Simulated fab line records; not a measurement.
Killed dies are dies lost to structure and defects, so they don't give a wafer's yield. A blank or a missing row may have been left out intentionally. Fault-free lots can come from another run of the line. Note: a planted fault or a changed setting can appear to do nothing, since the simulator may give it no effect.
Matching of chambers -- flow gf180mcu -- cmp-02 running GF_V1_CMP_26: 4 sister chambers
The step polishes, stops on SiO2, t overpolish 15 s, target thk 0 nm. 8 wafers are shown with their chamber, then 10 later ones without.

== EACH WAFER AND ITS CHAMBER ==
wafer,chamber,motorCurrentA (A),timeToEndpointS (s)
L826.4,1,12.3,81
L826.6,0,11.8,82
L828.1,0,12.0,88
L829.1,1,12.6,83
L829.3,3,9.8,91
L829.4,2,8.8,88
L830.2,3,9.6,91
L830.4,2,8.8,87

== WAFERS WHOSE CHAMBER IS MISSING ==
wafer,motorCurrentA (A),timeToEndpointS (s)
L830.6,12.2,85
L836.1,9.9,84
L836.2,12.1,79
L836.3,12.6,77
L838.2,11.7,80
L838.4,9.7,89
L838.6,12.5,82
L837.2,9.4,90
L837.4,12.3,83
L837.5,12.5,81

== WHICH CHAMBER EACH WENT THROUGH ==
wafer,from the rows above,in truth
L830.6,can't be placed: 0 or 1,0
L836.1,3,3
L836.2,can't be placed: 1 or 0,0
L836.3,1,1
L838.2,0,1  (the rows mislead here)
L838.4,3,3
L838.6,1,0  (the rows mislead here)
L837.2,3,3
L837.4,can't be placed: 1 or 0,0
L837.5,1,1
Correctly placed: 5 of 10. Not placeable from these rows: 3 (in 3, the candidates include the true chamber). Number placed wrongly: 2.
How it was worked out, from the rows above alone: a wafer's distance from a chamber is the root of the sum, over the readings, of the square of ((its reading less the chamber's mean) divided by the reading's scatter). The wafer belongs to the nearest chamber; if the next one is less than 2 further off, it can't be placed. A chamber's mean is the mean of its shown wafers. The scatter: the root of (the sum of the squares of (reading less its chamber's mean) over the shown wafers, divided by (wafers less chambers)).
